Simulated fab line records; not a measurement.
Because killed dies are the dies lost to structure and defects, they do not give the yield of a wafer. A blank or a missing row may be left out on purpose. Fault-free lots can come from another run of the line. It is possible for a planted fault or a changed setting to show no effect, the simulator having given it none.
fab line records / flow sky130
[record] lots = 12 wafers = 36 last_day = 50
route steps=708 shown VIA4@641 METAL5@667 PASSIVATION@683
lots with no fault: from the same line, run without faults
start_h: hours from the record's opening day to when the first of the lot's shown wafers began / wait_h: hours since the lot's step before / " the same as in the row above / L1.1+2: one row covering several wafers at once / - no value present, or no start provided / * or withheld: withheld / < > ~ a bound
route shown NAME@n: names a module that has steps shown in the file, with the first one's number in the route / usual: mean and standard deviation over wafers with no fault / same: alike in all rows / chamber/n: place in a boat / sites: the reading at each site / _std_site: how widely they spread, as a standard deviation / _edge_site: outer sites' mean less inner sites' / radius_mm: for every site, how far away it sits from the centre of the wafer / mask NAME#n: copy n / behind: tool/chamber where the wafer was last shaped / hold: why the lot went on hold/how many hours it stayed there/how the hold came to an end / device: which transistor (n, p or np) failed to switch / end of line: tests of these same wafers at the route's end / a step without rows: its recipe alone / killed: not the wafer's yield, but the dies lost to structure and defects at the first sort / map: a wafer's dies, x killed, . not, _ none there
set.NAME: the setting as run; set.NAME@STEP: as run at that earlier step / model.NAME: the simulator's own value behind a step, which no gauge read
route steps across a sampled set of lots; one table per step, one row per wafer
services: from which hour (start_h, from the record's first day; less than 0 if before it) a tool's chamber was out of use, for how many hours, and why
[[steps]]
[step SKY_VIA4_CMP_02]
[recipe] material = SiO2 down_force_psi = 4 platen_rpm = 60 pad_velocity_m_s = 0.94248
[usual] motor_current_A = 12.1/1.6
lot.wafer=L299.3 tool=cmp-01 chamber=3 start_h=989.10 wait_h=0.1 motor_current_A=9.6
lot.wafer=L299.6 tool=cmp-01 chamber=1 start_h=989.10 wait_h=0.1 motor_current_A=15.2
lot.wafer=L299.5 tool=cmp-01 chamber=2 start_h=989.10 wait_h=0.1 motor_current_A=12.4
lot.wafer=L302.2 tool=cmp-02 chamber=3 start_h=1000.67 wait_h=0.0 motor_current_A=14.6
lot.wafer=L302.1 tool=cmp-02 chamber=0 start_h=1000.67 wait_h=0.0 motor_current_A=10.8
lot.wafer=L302.6 tool=cmp-02 chamber=0 start_h=1000.67 wait_h=0.0 motor_current_A=11.3
lot.wafer=L303.1 tool=cmp-01 chamber=1 start_h=1009.86 wait_h=0.1 motor_current_A=14.7
lot.wafer=L303.4 tool=cmp-01 chamber=3 start_h=1009.86 wait_h=0.1 motor_current_A=9.9
lot.wafer=L303.6 tool=cmp-01 chamber=1 start_h=1009.86 wait_h=0.1 motor_current_A=14.6
lot.wafer=L310.1 tool=cmp-02 chamber=0 start_h=1063.74 wait_h=0.1 motor_current_A=11.1
lot.wafer=L310.4 tool=cmp-02 chamber=1 start_h=1063.74 wait_h=0.1 motor_current_A=11.8
lot.wafer=L310.3 tool=cmp-02 chamber=3 start_h=1063.74 wait_h=0.1 motor_current_A=13.8
lot.wafer=L313.3 tool=cmp-02 chamber=0 start_h=1092.89 wait_h=0.1 motor_current_A=11.5
lot.wafer=L313.1 tool=cmp-02 chamber=1 start_h=1092.89 wait_h=0.1 motor_current_A=12.1
lot.wafer=L313.6 tool=cmp-02 chamber=2 start_h=1092.89 wait_h=0.1 motor_current_A=9.9
lot.wafer=L315.2 tool=cmp-01 chamber=1 start_h=1098.99 wait_h=0.2 motor_current_A=14.6
lot.wafer=L315.6 tool=cmp-01 chamber=2 start_h=1098.99 wait_h=0.2 motor_current_A=12.5
lot.wafer=L315.5 tool=cmp-01 chamber=3 start_h=1098.99 wait_h=0.2 motor_current_A=9.7
lot.wafer=L316.4 tool=cmp-02 chamber=3 start_h=1100.75 wait_h=0.0 motor_current_A=13.7
lot.wafer=L316.6 tool=cmp-02 chamber=3 start_h=1100.75 wait_h=0.0 motor_current_A=14.0
lot.wafer=L316.5 tool=cmp-02 chamber=0 start_h=1100.75 wait_h=0.0 motor_current_A=11.0
lot.wafer=L317.2 tool=cmp-01 chamber=0 start_h=1113.01 wait_h=0.0 motor_current_A=11.5
lot.wafer=L317.6 tool=cmp-01 chamber=0 start_h=1113.01 wait_h=0.0 motor_current_A=11.5
lot.wafer=L317.5 tool=cmp-01 chamber=1 start_h=1113.01 wait_h=0.0 motor_current_A=15.0
lot.wafer=L319.2 tool=cmp-02 chamber=2 start_h=1114.48 wait_h=0.1 motor_current_A=11.1
lot.wafer=L319.1 tool=cmp-02 chamber=0 start_h=1114.48 wait_h=0.1 motor_current_A=11.4
lot.wafer=L319.5 tool=cmp-02 chamber=1 start_h=1114.48 wait_h=0.1 motor_current_A=11.6
lot.wafer=L318.3 tool=cmp-02 chamber=3 start_h=1116.28 wait_h=0.3 motor_current_A=13.5
lot.wafer=L318.4 tool=cmp-02 chamber=0 start_h=1116.28 wait_h=0.3 motor_current_A=11.3
lot.wafer=L318.5 tool=cmp-02 chamber=2 start_h=1116.28 wait_h=0.3 motor_current_A=9.8
lot.wafer=L321.1 tool=cmp-01 chamber=3 start_h=1118.48 wait_h=1.0 motor_current_A=9.8
lot.wafer=L321.4 tool=cmp-01 chamber=0 start_h=1118.48 wait_h=1.0 motor_current_A=10.9
lot.wafer=L321.3 tool=cmp-01 chamber=2 start_h=1118.48 wait_h=1.0 motor_current_A=12.0
lot.wafer=L320.4 tool=cmp-01 chamber=0 start_h=1118.83 wait_h=1.2 motor_current_A=11.1
lot.wafer=L320.3 tool=cmp-01 chamber=1 start_h=1118.83 wait_h=1.2 motor_current_A=14.5
lot.wafer=L320.1 tool=cmp-01 chamber=2 start_h=1118.83 wait_h=1.2 motor_current_A=12.7
[step SKY_VIA4_CMP_21]
[recipe] stop_on = SiO2 t_overpolish_s = 25 down_force_psi = 3.5 platen_rpm = 60 target_thk_nm = 0 pad_velocity_m_s = 0.94248
[usual] motor_current_A = 11.1/1.4 overpolish_run_s = 24.999/0.0093 time_to_endpoint_s = 122/5.9
lot.wafer=L299.3 tool=cmp-01 chamber=1 start_h=1013.41 wait_h=0.1 motor_current_A=12.6 overpolish_run_s=25.008 time_to_endpoint_s=120
lot.wafer=L299.5 tool=cmp-01 chamber=3 start_h=1013.41 wait_h=0.1 motor_current_A=9.0 overpolish_run_s=25.002 time_to_endpoint_s=118
lot.wafer=L299.6 tool=cmp-01 chamber=0 start_h=1013.41 wait_h=0.1 motor_current_A=10.1 overpolish_run_s=25.002 time_to_endpoint_s=120
lot.wafer=L302.1 tool=cmp-02 chamber=2 start_h=1024.80 wait_h=0.2 motor_current_A=9.4 overpolish_run_s=24.999 time_to_endpoint_s=120
lot.wafer=L302.2 tool=cmp-02 chamber=0 start_h=1024.80 wait_h=0.2 motor_current_A=10.0 overpolish_run_s=24.979 time_to_endpoint_s=122
lot.wafer=L302.6 tool=cmp-02 chamber=3 start_h=1024.80 wait_h=0.2 motor_current_A=12.4 overpolish_run_s=25.011 time_to_endpoint_s=131
lot.wafer=L303.4 tool=cmp-02 chamber=0 start_h=1033.69 wait_h=0.0 motor_current_A=9.6 overpolish_run_s=24.997 time_to_endpoint_s=121
lot.wafer=L303.1 tool=cmp-02 chamber=3 start_h=1033.69 wait_h=0.0 motor_current_A=12.9 overpolish_run_s=24.992 time_to_endpoint_s=131
lot.wafer=L303.6 tool=cmp-02 chamber=1 start_h=1033.69 wait_h=0.0 motor_current_A=11.0 overpolish_run_s=24.997 time_to_endpoint_s=124
lot.wafer=L310.3 tool=cmp-01 chamber=1 start_h=1085.67 wait_h=0.2 motor_current_A=13.2 overpolish_run_s=25.000 time_to_endpoint_s=118
lot.wafer=L310.4 tool=cmp-01 chamber=3 start_h=1085.67 wait_h=0.2 motor_current_A=8.6 overpolish_run_s=24.993 time_to_endpoint_s=120
lot.wafer=L310.1 tool=cmp-01 chamber=0 start_h=1085.67 wait_h=0.2 motor_current_A=10.6 overpolish_run_s=25.002 time_to_endpoint_s=117
lot.wafer=L313.1 tool=cmp-01 chamber=2 start_h=1114.28 wait_h=0.1 motor_current_A=11.1 overpolish_run_s=25.028 time_to_endpoint_s=110
lot.wafer=L313.3 tool=cmp-01 chamber=1 start_h=1114.28 wait_h=0.1 motor_current_A=13.3 overpolish_run_s=24.981 time_to_endpoint_s=115
lot.wafer=L313.6 tool=cmp-01 chamber=3 start_h=1114.28 wait_h=0.1 motor_current_A=9.4 overpolish_run_s=24.995 time_to_endpoint_s=118
lot.wafer=L315.2 tool=cmp-01 chamber=1 start_h=1117.88 wait_h=0.6 motor_current_A=13.4 overpolish_run_s=24.994 time_to_endpoint_s=116
lot.wafer=L315.5 tool=cmp-01 chamber=1 start_h=1117.88 wait_h=0.6 motor_current_A=13.7 overpolish_run_s=24.985 time_to_endpoint_s=119
lot.wafer=L315.6 tool=cmp-01 chamber=2 start_h=1117.88 wait_h=0.6 motor_current_A=12.0 overpolish_run_s=24.997 time_to_endpoint_s=118
lot.wafer=L316.4 tool=cmp-01 chamber=3 start_h=1118.18 wait_h=0.8 motor_current_A=9.2 overpolish_run_s=25.005 time_to_endpoint_s=118
lot.wafer=L316.6 tool=cmp-01 chamber=3 start_h=1118.18 wait_h=0.8 motor_current_A=9.5 overpolish_run_s=25.001 time_to_endpoint_s=122
lot.wafer=L316.5 tool=cmp-01 chamber=0 start_h=1118.18 wait_h=0.8 motor_current_A=10.3 overpolish_run_s=25.000 time_to_endpoint_s=122
lot.wafer=L317.2 tool=cmp-02 chamber=3 start_h=1129.19 wait_h=0.0 motor_current_A=12.5 overpolish_run_s=24.995 time_to_endpoint_s=128
lot.wafer=L317.5 tool=cmp-02 chamber=3 start_h=1129.19 wait_h=0.0 motor_current_A=11.9 overpolish_run_s=24.989 time_to_endpoint_s=135
lot.wafer=L317.6 tool=cmp-02 chamber=0 start_h=1129.19 wait_h=0.0 motor_current_A=9.9 overpolish_run_s=25.005 time_to_endpoint_s=119
lot.wafer=L319.2 tool=cmp-01 chamber=2 start_h=1131.40 wait_h=0.1 motor_current_A=10.7 overpolish_run_s=25.000 time_to_endpoint_s=119
lot.wafer=L319.1 tool=cmp-01 chamber=3 start_h=1131.40 wait_h=0.1 motor_current_A=9.2 overpolish_run_s=24.993 time_to_endpoint_s=114
lot.wafer=L319.5 tool=cmp-01 chamber=2 start_h=1131.40 wait_h=0.1 motor_current_A=12.3 overpolish_run_s=24.985 time_to_endpoint_s=116
lot.wafer=L318.4 tool=cmp-02 chamber=0 start_h=1134.92 wait_h=0.1 motor_current_A=10.3 overpolish_run_s=24.988 time_to_endpoint_s=125
lot.wafer=L318.3 tool=cmp-02 chamber=1 start_h=1134.92 wait_h=0.1 motor_current_A=11.2 overpolish_run_s=25.001 time_to_endpoint_s=120
lot.wafer=L318.5 tool=cmp-02 chamber=2 start_h=1134.92 wait_h=0.1 motor_current_A=9.6 overpolish_run_s=24.988 time_to_endpoint_s=124
lot.wafer=L321.3 tool=cmp-01 chamber=1 start_h=1137.94 wait_h=0.0 motor_current_A=13.2 overpolish_run_s=24.995 time_to_endpoint_s=122
lot.wafer=L321.1 tool=cmp-01 chamber=2 start_h=1137.94 wait_h=0.0 motor_current_A=11.1 overpolish_run_s=25.008 time_to_endpoint_s=122
lot.wafer=L321.4 tool=cmp-01 chamber=0 start_h=1137.94 wait_h=0.0 motor_current_A=10.2 overpolish_run_s=24.979 time_to_endpoint_s=127
lot.wafer=L320.1 tool=cmp-02 chamber=0 start_h=1139.27 wait_h=0.2 motor_current_A=10.5 overpolish_run_s=24.997 time_to_endpoint_s=118
lot.wafer=L320.3 tool=cmp-02 chamber=1 start_h=1139.27 wait_h=0.2 motor_current_A=11.2 overpolish_run_s=24.979 time_to_endpoint_s=115
lot.wafer=L320.4 tool=cmp-02 chamber=2 start_h=1139.27 wait_h=0.2 motor_current_A=9.8 overpolish_run_s=24.992 time_to_endpoint_s=119
[step SKY_METAL5_THK_MEAS_06]
[recipe] thk_meas_gauge = xrf reads = AlCu_of_METAL5_SPUTTER_02
[usual] METAL5_ALCU_THK = 1143/18
lot.wafer=L299.3 tool=film_metro-02 chamber=- start_h=1013.92 wait_h=0.1 METAL5_ALCU_THK[nm]=1151
lot.wafer=L299.5 tool=film_metro-02 chamber=- start_h=1013.92 wait_h=0.1 METAL5_ALCU_THK[nm]=1141
lot.wafer=L299.6 tool=film_metro-02 chamber=- start_h=1013.92 wait_h=0.1 METAL5_ALCU_THK[nm]=1152
lot.wafer=L302.1 tool=film_metro-02 chamber=- start_h=1025.39 wait_h=0.1 METAL5_ALCU_THK[nm]=1151
lot.wafer=L302.2 tool=film_metro-02 chamber=- start_h=1025.39 wait_h=0.1 METAL5_ALCU_THK[nm]=1166
lot.wafer=L302.6 tool=film_metro-02 chamber=- start_h=1025.39 wait_h=0.1 METAL5_ALCU_THK[nm]=1155
lot.wafer=L303.1 tool=film_metro-01 chamber=- start_h=1034.28 wait_h=0.1 METAL5_ALCU_THK[nm]=1128
lot.wafer=L303.4 tool=film_metro-01 chamber=- start_h=1034.28 wait_h=0.1 METAL5_ALCU_THK[nm]=1124
lot.wafer=L303.6 tool=film_metro-01 chamber=- start_h=1034.28 wait_h=0.1 METAL5_ALCU_THK[nm]=1127
lot.wafer=L310.1 tool=film_metro-01 chamber=- start_h=1086.26 wait_h=0.1 METAL5_ALCU_THK[nm]=1157
lot.wafer=L310.3 tool=film_metro-01 chamber=- start_h=1086.26 wait_h=0.1 METAL5_ALCU_THK[nm]=1133
lot.wafer=L310.4 tool=film_metro-01 chamber=- start_h=1086.26 wait_h=0.1 METAL5_ALCU_THK[nm]=1145
lot.wafer=L313.1 tool=film_metro-02 chamber=- start_h=1114.87 wait_h=0.1 METAL5_ALCU_THK[nm]=1142
lot.wafer=L313.3 tool=film_metro-02 chamber=- start_h=1114.87 wait_h=0.1 METAL5_ALCU_THK[nm]=1130
lot.wafer=L313.6 tool=film_metro-02 chamber=- start_h=1114.87 wait_h=0.1 METAL5_ALCU_THK[nm]=1153
lot.wafer=L315.2 tool=film_metro-01 chamber=- start_h=1118.61 wait_h=0.1 METAL5_ALCU_THK[nm]=1146
lot.wafer=L315.5 tool=film_metro-01 chamber=- start_h=1118.61 wait_h=0.1 METAL5_ALCU_THK[nm]=1120
lot.wafer=L315.6 tool=film_metro-01 chamber=- start_h=1118.61 wait_h=0.1 METAL5_ALCU_THK[nm]=1147
lot.wafer=L316.4 tool=film_metro-02 chamber=- start_h=1118.80 wait_h=0.1 METAL5_ALCU_THK[nm]=1159
lot.wafer=L316.5 tool=film_metro-02 chamber=- start_h=1118.80 wait_h=0.1 METAL5_ALCU_THK[nm]=1157
lot.wafer=L316.6 tool=film_metro-02 chamber=- start_h=1118.80 wait_h=0.1 METAL5_ALCU_THK[nm]=1165
lot.wafer=L317.2 tool=film_metro-04 chamber=- start_h=1129.79 wait_h=0.1 METAL5_ALCU_THK[nm]=1125
lot.wafer=L317.5 tool=film_metro-04 chamber=- start_h=1129.79 wait_h=0.1 METAL5_ALCU_THK[nm]=1124
lot.wafer=L317.6 tool=film_metro-04 chamber=- start_h=1129.79 wait_h=0.1 METAL5_ALCU_THK[nm]=1112
lot.wafer=L319.1 tool=film_metro-02 chamber=- start_h=1131.94 wait_h=0.1 METAL5_ALCU_THK[nm]=1178
lot.wafer=L319.2 tool=film_metro-02 chamber=- start_h=1131.94 wait_h=0.1 METAL5_ALCU_THK[nm]=1169
lot.wafer=L319.5 tool=film_metro-02 chamber=- start_h=1131.94 wait_h=0.1 METAL5_ALCU_THK[nm]=1137
lot.wafer=L318.3 tool=film_metro-02 chamber=- start_h=1135.43 wait_h=0.1 METAL5_ALCU_THK[nm]=1178
lot.wafer=L318.4 tool=film_metro-02 chamber=- start_h=1135.43 wait_h=0.1 METAL5_ALCU_THK[nm]=1157
lot.wafer=L318.5 tool=film_metro-02 chamber=- start_h=1135.43 wait_h=0.1 METAL5_ALCU_THK[nm]=1182
lot.wafer=L321.1 tool=film_metro-04 chamber=- start_h=1138.52 wait_h=0.1 METAL5_ALCU_THK[nm]=1162
lot.wafer=L321.3 tool=film_metro-04 chamber=- start_h=1138.52 wait_h=0.1 METAL5_ALCU_THK[nm]=1169
lot.wafer=L321.4 tool=film_metro-04 chamber=- start_h=1138.52 wait_h=0.1 METAL5_ALCU_THK[nm]=1142
lot.wafer=L320.1 tool=film_metro-01 chamber=- start_h=1139.86 wait_h=0.1 METAL5_ALCU_THK[nm]=1150
lot.wafer=L320.3 tool=film_metro-01 chamber=- start_h=1139.86 wait_h=0.1 METAL5_ALCU_THK[nm]=1167
lot.wafer=L320.4 tool=film_metro-01 chamber=- start_h=1139.86 wait_h=0.1 METAL5_ALCU_THK[nm]=1143
[step SKY_PASSIVATION_CVD_02]
[recipe] material = Si3N4 target_thk_nm = 540 temp_c = 400 time_s = withheld rf_w = 450
[usual] heater_power_w = 779/110
lot.wafer=L299.3 tool=pecvd-03 chamber=1 start_h=1037.36 wait_h=0.0 heater_power_w=826
lot.wafer=L299.5 tool=pecvd-03 chamber=0 start_h=1037.36 wait_h=0.0 heater_power_w=820
lot.wafer=L299.6 tool=pecvd-03 chamber=2 start_h=1037.36 wait_h=0.0 heater_power_w=994
lot.wafer=L302.1 tool=pecvd-03 chamber=1 start_h=1048.46 wait_h=0.1 heater_power_w=829
lot.wafer=L302.2 tool=pecvd-03 chamber=0 start_h=1048.46 wait_h=0.1 heater_power_w=800
lot.wafer=L302.6 tool=pecvd-03 chamber=1 start_h=1048.46 wait_h=0.1 heater_power_w=861
lot.wafer=L303.1 tool=pecvd-02 chamber=0 start_h=1057.08 wait_h=0.1 heater_power_w=732
lot.wafer=L303.4 tool=pecvd-02 chamber=0 start_h=1057.08 wait_h=0.1 heater_power_w=782
lot.wafer=L303.6 tool=pecvd-02 chamber=2 start_h=1057.08 wait_h=0.1 heater_power_w=706
lot.wafer=L310.1 tool=pecvd-01 chamber=0 start_h=1106.48 wait_h=0.1 heater_power_w=602
lot.wafer=L310.3 tool=pecvd-01 chamber=2 start_h=1106.48 wait_h=0.1 heater_power_w=793
lot.wafer=L310.4 tool=pecvd-01 chamber=1 start_h=1106.48 wait_h=0.1 heater_power_w=851
lot.wafer=L313.1 tool=pecvd-01 chamber=2 start_h=1132.45 wait_h=0.1 heater_power_w=781
lot.wafer=L313.3 tool=pecvd-01 chamber=0 start_h=1132.45 wait_h=0.1 heater_power_w=658
lot.wafer=L313.6 tool=pecvd-01 chamber=1 start_h=1132.45 wait_h=0.1 heater_power_w=821
lot.wafer=L315.2 tool=pecvd-01 chamber=0 start_h=1137.63 wait_h=0.0 heater_power_w=585
lot.wafer=L315.5 tool=pecvd-01 chamber=2 start_h=1137.63 wait_h=0.0 heater_power_w=807
lot.wafer=L315.6 tool=pecvd-01 chamber=1 start_h=1137.63 wait_h=0.0 heater_power_w=714
lot.wafer=L316.4 tool=pecvd-03 chamber=0 start_h=1137.80 wait_h=0.1 heater_power_w=743
lot.wafer=L316.5 tool=pecvd-03 chamber=1 start_h=1137.80 wait_h=0.1 heater_power_w=785
lot.wafer=L316.6 tool=pecvd-03 chamber=2 start_h=1137.80 wait_h=0.1 heater_power_w=1022
lot.wafer=L317.2 tool=pecvd-03 chamber=2 start_h=1148.49 wait_h=0.0 heater_power_w=988
lot.wafer=L317.5 tool=pecvd-03 chamber=1 start_h=1148.49 wait_h=0.0 heater_power_w=802
lot.wafer=L317.6 tool=pecvd-03 chamber=0 start_h=1148.49 wait_h=0.0 heater_power_w=834
lot.wafer=L319.1 tool=pecvd-01 chamber=2 start_h=1150.65 wait_h=0.1 heater_power_w=680
lot.wafer=L319.2 tool=pecvd-01 chamber=1 start_h=1150.65 wait_h=0.1 heater_power_w=773
lot.wafer=L319.5 tool=pecvd-01 chamber=1 start_h=1150.65 wait_h=0.1 heater_power_w=808
lot.wafer=L318.3 tool=pecvd-01 chamber=2 start_h=1154.50 wait_h=0.0 heater_power_w=800
lot.wafer=L318.4 tool=pecvd-01 chamber=0 start_h=1154.50 wait_h=0.0 heater_power_w=656
lot.wafer=L318.5 tool=pecvd-01 chamber=2 start_h=1154.50 wait_h=0.0 heater_power_w=812
lot.wafer=L321.1 tool=pecvd-02 chamber=0 start_h=1157.59 wait_h=0.1 heater_power_w=799
lot.wafer=L321.3 tool=pecvd-02 chamber=1 start_h=1157.59 wait_h=0.1 heater_power_w=817
lot.wafer=L321.4 tool=pecvd-02 chamber=2 start_h=1157.59 wait_h=0.1 heater_power_w=581
lot.wafer=L320.1 tool=pecvd-03 chamber=0 start_h=1158.65 wait_h=0.1 heater_power_w=711
lot.wafer=L320.3 tool=pecvd-03 chamber=1 start_h=1158.65 wait_h=0.1 heater_power_w=868
lot.wafer=L320.4 tool=pecvd-03 chamber=1 start_h=1158.65 wait_h=0.1 heater_power_w=875
[step SKY_PASSIVATION_THK_MEAS_03]
[recipe] reads = Si3N4_of_PASSIVATION_CVD_02
[usual] PASSIVATION_CVD_02_THK = 539/7.9
lot.wafer=L299.3 tool=film_metro-03 chamber=- start_h=1037.60 wait_h=- PASSIVATION_CVD_02_THK[nm]=535
lot.wafer=L299.5 tool=film_metro-03 chamber=- start_h=1037.60 wait_h=- PASSIVATION_CVD_02_THK[nm]=533
lot.wafer=L299.6 tool=film_metro-03 chamber=- start_h=1037.60 wait_h=- PASSIVATION_CVD_02_THK[nm]=537
lot.wafer=L302.1 tool=film_metro-04 chamber=- start_h=1048.68 wait_h=- PASSIVATION_CVD_02_THK[nm]=536
lot.wafer=L302.2 tool=film_metro-04 chamber=- start_h=1048.68 wait_h=- PASSIVATION_CVD_02_THK[nm]=642
lot.wafer=L302.6 tool=film_metro-04 chamber=- start_h=1048.68 wait_h=- PASSIVATION_CVD_02_THK[nm]=546
lot.wafer=L303.1 tool=film_metro-01 chamber=- start_h=1057.30 wait_h=- PASSIVATION_CVD_02_THK[nm]=531
lot.wafer=L303.4 tool=film_metro-01 chamber=- start_h=1057.30 wait_h=- PASSIVATION_CVD_02_THK[nm]=541
lot.wafer=L303.6 tool=film_metro-01 chamber=- start_h=1057.30 wait_h=- PASSIVATION_CVD_02_THK[nm]=544
lot.wafer=L310.1 tool=film_metro-04 chamber=- start_h=1106.70 wait_h=- PASSIVATION_CVD_02_THK[nm]=540
lot.wafer=L310.3 tool=film_metro-04 chamber=- start_h=1106.70 wait_h=- PASSIVATION_CVD_02_THK[nm]=545
lot.wafer=L310.4 tool=film_metro-04 chamber=- start_h=1106.70 wait_h=- PASSIVATION_CVD_02_THK[nm]=544
lot.wafer=L313.1 tool=film_metro-01 chamber=- start_h=1132.67 wait_h=- PASSIVATION_CVD_02_THK[nm]=548
lot.wafer=L313.3 tool=film_metro-01 chamber=- start_h=1132.67 wait_h=- PASSIVATION_CVD_02_THK[nm]=542
lot.wafer=L313.6 tool=film_metro-01 chamber=- start_h=1132.67 wait_h=- PASSIVATION_CVD_02_THK[nm]=555
lot.wafer=L315.2 tool=film_metro-04 chamber=- start_h=1137.86 wait_h=- PASSIVATION_CVD_02_THK[nm]=543
lot.wafer=L315.5 tool=film_metro-04 chamber=- start_h=1137.86 wait_h=- PASSIVATION_CVD_02_THK[nm]=550
lot.wafer=L315.6 tool=film_metro-04 chamber=- start_h=1137.86 wait_h=- PASSIVATION_CVD_02_THK[nm]=543
lot.wafer=L316.4 tool=film_metro-03 chamber=- start_h=1137.97 wait_h=- PASSIVATION_CVD_02_THK[nm]=537
lot.wafer=L316.5 tool=film_metro-03 chamber=- start_h=1137.97 wait_h=- PASSIVATION_CVD_02_THK[nm]=556
lot.wafer=L316.6 tool=film_metro-03 chamber=- start_h=1137.97 wait_h=- PASSIVATION_CVD_02_THK[nm]=547
lot.wafer=L317.2 tool=film_metro-03 chamber=- start_h=1148.72 wait_h=- PASSIVATION_CVD_02_THK[nm]=528
lot.wafer=L317.5 tool=film_metro-03 chamber=- start_h=1148.72 wait_h=- PASSIVATION_CVD_02_THK[nm]=543
lot.wafer=L317.6 tool=film_metro-03 chamber=- start_h=1148.72 wait_h=- PASSIVATION_CVD_02_THK[nm]=528
lot.wafer=L319.1 tool=film_metro-01 chamber=- start_h=1150.87 wait_h=- PASSIVATION_CVD_02_THK[nm]=527
lot.wafer=L319.2 tool=film_metro-01 chamber=- start_h=1150.87 wait_h=- PASSIVATION_CVD_02_THK[nm]=531
lot.wafer=L319.5 tool=film_metro-01 chamber=- start_h=1150.87 wait_h=- PASSIVATION_CVD_02_THK[nm]=534
lot.wafer=L318.3 tool=film_metro-04 chamber=- start_h=1154.75 wait_h=- PASSIVATION_CVD_02_THK[nm]=546
lot.wafer=L318.4 tool=film_metro-04 chamber=- start_h=1154.75 wait_h=- PASSIVATION_CVD_02_THK[nm]=548
lot.wafer=L318.5 tool=film_metro-04 chamber=- start_h=1154.75 wait_h=- PASSIVATION_CVD_02_THK[nm]=558
lot.wafer=L321.1 tool=film_metro-04 chamber=- start_h=1157.81 wait_h=- PASSIVATION_CVD_02_THK[nm]=527
lot.wafer=L321.3 tool=film_metro-04 chamber=- start_h=1157.81 wait_h=- PASSIVATION_CVD_02_THK[nm]=526
lot.wafer=L321.4 tool=film_metro-04 chamber=- start_h=1157.81 wait_h=- PASSIVATION_CVD_02_THK[nm]=541
lot.wafer=L320.1 tool=film_metro-03 chamber=- start_h=1158.87 wait_h=- PASSIVATION_CVD_02_THK[nm]=524
lot.wafer=L320.3 tool=film_metro-03 chamber=- start_h=1158.87 wait_h=- PASSIVATION_CVD_02_THK[nm]=531
lot.wafer=L320.4 tool=film_metro-03 chamber=- start_h=1158.87 wait_h=- PASSIVATION_CVD_02_THK[nm]=534
[[services]]
tool=pecvd-03 chamber=0 start_h=966.18 hours=3.3 kind=repair
tool=pecvd-01 chamber=2 start_h=983.69 hours=5.5 kind=scheduled_down
tool=cmp-02 chamber=- start_h=985.09 hours=2.3 kind=repair
tool=pecvd-03 chamber=1 start_h=999.38 hours=- kind=clean
tool=pecvd-03 chamber=1 start_h=999.38 hours=- kind=consumable_replace:showerhead
tool=pecvd-03 chamber=1 start_h=999.38 hours=29.0 kind=scheduled_down
tool=pecvd-03 chamber=1 start_h=999.38 hours=29.0 kind=vent_cycle
tool=pecvd-01 chamber=- start_h=1012.30 hours=5.4 kind=repair
tool=pecvd-01 chamber=- start_h=1022.03 hours=1.1 kind=repair
tool=pecvd-02 chamber=1 start_h=1032.74 hours=5.5 kind=scheduled_down
tool=pecvd-02 chamber=2 start_h=1038.84 hours=2.1 kind=scheduled_down
tool=cmp-02 chamber=- start_h=1039.13 hours=1.7 kind=repair
tool=cmp-01 chamber=- start_h=1040.74 hours=6.9 kind=repair
tool=pecvd-01 chamber=0 start_h=1068.96 hours=16.5 kind=scheduled_down
tool=cmp-02 chamber=- start_h=1084.39 hours=4.0 kind=pm
tool=cmp-02 chamber=- start_h=1088.39 hours=- kind=consumable_replace:conditioner
tool=cmp-02 chamber=- start_h=1088.39 hours=- kind=consumable_replace:pad
tool=cmp-02 chamber=- start_h=1094.28 hours=2.5 kind=repair
tool=pecvd-02 chamber=1 start_h=1102.47 hours=2.1 kind=scheduled_down
tool=cmp-01 chamber=- start_h=1106.93 hours=1.5 kind=repair
tool=pecvd-01 chamber=- start_h=1123.23 hours=1.3 kind=repair
[[key]]
[first_sign] step = SKY_PASSIVATION_THK_MEAS_03 reading = PASSIVATION_CVD_02_THK direction = up sigmas = 13 usual = 539 struck = 642
effect none on later readings
met_at SKY_PASSIVATION_CVD_02
struck_lots L302
struck_wafers L302.2
not_acting_at SKY_VIA4_CMP_02,SKY_VIA4_CMP_21,SKY_METAL5_THK_MEAS_06
onset_between 1037.36 1048.46
[fault] kind = process_parameter_drift tool = pecvd-03 chamber = 0 onset_h = 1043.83 steps = SKY_PASSIVATION_CVD_02 channel = target_thk_nm offset = 110.46 shape = step end_h = 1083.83 acts_in = these_recipes_only stated = 540
